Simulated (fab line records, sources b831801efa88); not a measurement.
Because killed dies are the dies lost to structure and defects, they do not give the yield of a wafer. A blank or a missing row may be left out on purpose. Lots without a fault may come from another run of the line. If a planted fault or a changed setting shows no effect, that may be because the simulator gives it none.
A lot that was struck, set against a sound lot -- flow sky130 -- 32 steps out of a route of 708
Sound: wafers L623.1, L623.4, L623.5. Wafers struck: L636.1, L636.2, L636.3. Last of all comes the cause.
At each step with rows: each side's tool, then ch and its chambers, then its first start. Under that, the readings that differ: sound wafers -- struck wafers -- difference of the means -- sigmas: that difference in standard deviations of wafers without a fault.
alike: words and numbers the same on both sides, and readings whose means are apart by under 2 such deviations; not compared: readings that were withheld, readings missing a value for some wafer, numbers with overlapping values and no deviation given by the record, and bounds like >300 which may hide the same value.
Wherever a step has rows on one side only, a row that says differs or no value, or a row with sigmas, the two part there. Non-overlapping numbers with no deviation appear without sigmas and do not part them. A reading that every wafer of one side lacks parts them only if that side has two wafers or more.

SKY_PWDE_OVL_MEAS_07:
  struck on overlay-02, day 7 06:56; sound on overlay-02, day 4 04:57
  alike: PWDE_OVL
then, 1 step without rows for these wafers: SKY_PWDE_IMPLANT_08.
SKY_PWDE_STRIP_09: strips in O2/N2.
  sound on plasma_asher-04 ch 0,1, day 4 05:08; struck on plasma_asher-02 ch 0,1, day 7 07:07
  alike: drypump_motor_current_A, o2_flow_sccm, oes_product_au, strip_time_to_endpoint_s
  not compared: rf_hours_counter_h
SKY_PWDE_TW_MEAS_10:
  struck on film_metro-02, day 7 07:13; sound on film_metro-04, day 4 05:14
reading,sound,struck,difference,sigmas
PWDE_TW,378 375 376,368 366 369,-9,-2
then, 7 steps without rows for these wafers: SKY_NWELL_DEHYDRATE_03 (time 60 s); SKY_NWELL_HMDS_04 (prime time 60 s); SKY_NWELL_COAT_05 (resist thk 3000 nm); SKY_NWELL_SOFTBAKE_06; SKY_NWELL_EXPOSE_07 (exposes mask NWM, target cd 840 nm); SKY_NWELL_PEB_08; SKY_NWELL_DEVELOP_09 (develop time 60 s).
SKY_NWELL_OVL_MEAS_10:
  struck on overlay-02, day 8 03:04; sound on overlay-02, day 4 21:56
  alike: NWELL_00_OVL
SKY_NWELL_IMPLANT_11:
  sound on implanter-02 ch 0, day 4 21:59; struck on implanter-02 ch 0, day 8 03:07
  alike: faraday_current_uA
then, 2 steps without rows for these wafers: SKY_NWELL_IMPLANT_12; SKY_NWELL_IMPLANT_13.
SKY_NWELL_STRIP_14: strips in O2/N2.
  sound on plasma_asher-01 ch 0,1, day 4 22:26; struck on plasma_asher-01 ch 0,1, day 8 03:34
  alike: drypump_motor_current_A, o2_flow_sccm, oes_product_au, strip_time_to_endpoint_s
  not compared: rf_hours_counter_h
SKY_NWELL_TW_MEAS_15:
  struck on film_metro-02, day 8 03:40; sound on film_metro-03, day 4 22:32
reading,sound,struck,difference,sigmas
NWELL_TW,1818 1818 1817,1737 1744 1737,-78,-4
then, 7 steps without rows for these wafers: SKY_NWELL_DEHYDRATE_16 (time 60 s); SKY_NWELL_HMDS_17 (prime time 60 s); SKY_NWELL_COAT_18 (resist thk 3000 nm); SKY_NWELL_SOFTBAKE_19; SKY_NWELL_EXPOSE_20 (exposes mask NWM COMPLEMENT, target cd 840 nm); SKY_NWELL_PEB_21; SKY_NWELL_DEVELOP_22 (develop time 60 s).
SKY_NWELL_OVL_MEAS_23:
  struck on overlay-01, day 9 00:25; sound on overlay-01, day 5 16:14
  alike: NWELL_01_OVL
then, 1 step without rows for these wafers: SKY_NWELL_IMPLANT_24.
SKY_NWELL_STRIP_25: strips in O2/N2.
  sound on plasma_asher-04 ch 0,1, day 5 16:25; struck on plasma_asher-04 ch 0,1, day 9 00:37
  alike: drypump_motor_current_A, o2_flow_sccm, oes_product_au, strip_time_to_endpoint_s
  not compared: rf_hours_counter_h
SKY_NWELL_TW_MEAS_26:
  struck on film_metro-02, day 9 00:43; sound on film_metro-02, day 5 16:31
  alike: NWELL_2_TW
then, 1 step without rows for these wafers: SKY_NWELL_CLEAN_27 (cleans in SC1/SC2, time 150 s).
SKY_NWELL_RTA_28: time 30 s.
  sound on rtp_anneal-01 ch 0, day 5 16:38; struck on rtp_anneal-02 ch 0, day 9 00:49
  alike: lamp_power_pct, wafer_temp_C_max
SKY_NWELL_RS_MEAS_29: measures by four-point-probe.
  struck on film_metro-02, day 9 01:17; sound on film_metro-03, day 5 16:44
reading,sound,struck,difference,sigmas
NWELL_RS (ohm/sq),626.9 624.9 626.9,656.9 655.9 658.0,+30.7,+18
  not compared: hold
-- the record jumps here: 41 days lie between the struck wafers' starts before and after (it left off in module NWELL and takes up again in module PAD_OPEN, whose first step shown is number 708 of the route) --
SKY_PAD_OPEN_PROBE_99:
  struck on prober-02, day 49 13:33; sound on prober-01, day 46 02:49
reading,sound,struck,difference,sigmas
model.etest.nfet_16v.r_on_ohm_um,1.382e+04 1.388e+04 1.395e+04,1.441e+04 1.443e+04 1.44e+04,+5.300e+02,
model.etest.res_nwell.line_ohm_um,1089 1070 1059,1178 1154 1204,+106,
model.etest.res_nwell.rs_ohm_sq,895 905.8 888,965.7 955.2 991,+74.4,
model.etest.res_nwell.rs_ohm_sq_range,10.93 21.65 16.22,70.25 88.03 75.94,+61.81,
model.etest.res_nwell.rs_ohm_sq_rim_less_centre,6.77 4.877 -5.896,-32.51 -34.26 -36.52,-36.35,
model.etest.res_nwell.width_nm (nm),835.1 839.7 838.8,822.4 825.2 829.6,-12.1,
model.etest.field_p.vt_v (V),-37.99 -38.45 -37.62,-34.71 -34.13 -36.15,+3.02,
model.etest.pfet_g5v0d10v5.off_log10_a_um,-12.68 -12.5 -12.56,-12.3 -12.11 -11.93,+0.5,
  alike: killed_at_M0_to_M3, killed_at_M4_up, killed_at_contacts, killed_at_front_end, killed_at_other, killed_dies, killed_on_rim, killed_open, killed_short

== WHERE THEY PART ==
Last at SKY_NWELL_RS_MEAS_29 as far as this record goes, first at SKY_PWDE_TW_MEAS_10. Later steps at which nothing parts them and some readings are alike: SKY_PAD_OPEN_PROBE_99.

WHY: whatever the simulator had introduced
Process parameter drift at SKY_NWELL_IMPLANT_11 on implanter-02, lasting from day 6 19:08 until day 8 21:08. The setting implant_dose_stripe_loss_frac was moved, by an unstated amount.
